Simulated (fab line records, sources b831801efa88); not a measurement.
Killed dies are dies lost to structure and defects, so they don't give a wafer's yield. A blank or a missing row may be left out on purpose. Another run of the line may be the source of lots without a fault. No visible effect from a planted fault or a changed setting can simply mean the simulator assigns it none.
Matching of chambers || flow gf180mcu || GF_V1_CMP_04 on cmp-02 has 4 sister chambers
The step polishes SiO2. 14 wafers are shown with their chamber, then 7 later ones without.

EACH WAFER AND ITS CHAMBER
{"wafer": "L496.2", "chamber": 2, "motor-current-A (A)": 12.7, "time-to-endpoint-s (s)": 80}
{"wafer": "L496.5", "chamber": 3, "motor-current-A (A)": 11.4, "time-to-endpoint-s (s)": 84}
{"wafer": "L496.6", "chamber": 0, "motor-current-A (A)": 14.1, "time-to-endpoint-s (s)": 81}
{"wafer": "L497.1", "chamber": 1, "motor-current-A (A)": 11.0, "time-to-endpoint-s (s)": 83}
{"wafer": "L497.3", "chamber": 0, "motor-current-A (A)": 14.0, "time-to-endpoint-s (s)": 75}
{"wafer": "L497.6", "chamber": 1, "motor-current-A (A)": 10.4, "time-to-endpoint-s (s)": 88}
{"wafer": "L498.2", "chamber": 0, "motor-current-A (A)": 14.0, "time-to-endpoint-s (s)": 82}
{"wafer": "L498.3", "chamber": 2, "motor-current-A (A)": 12.1, "time-to-endpoint-s (s)": 74}
{"wafer": "L498.6", "chamber": 2, "motor-current-A (A)": 12.3, "time-to-endpoint-s (s)": 84}
{"wafer": "L505.1", "chamber": 0, "motor-current-A (A)": 13.9, "time-to-endpoint-s (s)": 85}
{"wafer": "L505.2", "chamber": 3, "motor-current-A (A)": 11.3, "time-to-endpoint-s (s)": 72}
{"wafer": "L505.3", "chamber": 1, "motor-current-A (A)": 11.1, "time-to-endpoint-s (s)": 91}
{"wafer": "L512.2", "chamber": 2, "motor-current-A (A)": 11.8, "time-to-endpoint-s (s)": 79}
{"wafer": "L512.3", "chamber": 1, "motor-current-A (A)": 11.2, "time-to-endpoint-s (s)": 90}

SIGNATURES, as means of the wafers listed above
{"reading": "motor-current-A", "chamber 0": 14.000, "chamber 1": 10.925, "chamber 2": 12.225, "chamber 3": 11.350, "scatter within a chamber": 0.29}
{"reading": "time-to-endpoint-s", "chamber 0": 80.75, "chamber 1": 88.00, "chamber 2": 79.25, "chamber 3": 78.00, "scatter within a chamber": 4.62}
Rule: a wafer's distance from a chamber is the root of the sum, over the readings, of the square of ((its reading less the chamber's mean) divided by the reading's scatter). The wafer belongs to the nearest chamber; if the next one is less than 2 further off, it can't be placed. The scatter: take each reading less its chamber's mean, square it, sum over the shown wafers, divide by the number of wafers less the number of chambers, and take the root.

WAFERS WITHOUT THEIR CHAMBER
{"wafer": "L512.6", "motor-current-A (A)": 12.4, "time-to-endpoint-s (s)": 87}
{"wafer": "L513.1", "motor-current-A (A)": 10.7, "time-to-endpoint-s (s)": 87}
{"wafer": "L513.3", "motor-current-A (A)": 11.2, "time-to-endpoint-s (s)": 78}
{"wafer": "L513.4", "motor-current-A (A)": 12.2, "time-to-endpoint-s (s)": 83}
{"wafer": "L514.1", "motor-current-A (A)": 12.3, "time-to-endpoint-s (s)": 78}
{"wafer": "L514.3", "motor-current-A (A)": 14.1, "time-to-endpoint-s (s)": 83}
{"wafer": "L514.6", "motor-current-A (A)": 14.3, "time-to-endpoint-s (s)": 77}

WHICH CHAMBER EACH WENT THROUGH
{"wafer": "L512.6", "from the rows above": 2, "in truth": 2}
{"wafer": "L513.1", "from the rows above": 1, "in truth": 1}
{"wafer": "L513.3", "from the rows above": "can't be placed: 3 or 1", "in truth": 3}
{"wafer": "L513.4", "from the rows above": 2, "in truth": 2}
{"wafer": "L514.1", "from the rows above": 2, "in truth": 2}
{"wafer": "L514.3", "from the rows above": 0, "in truth": 0}
{"wafer": "L514.6", "from the rows above": 0, "in truth": 0}
Placed correctly: 6 of 7. Cannot be placed on the basis of these rows: 1; the candidates contain the true chamber in 1. Placed wrongly: 0.
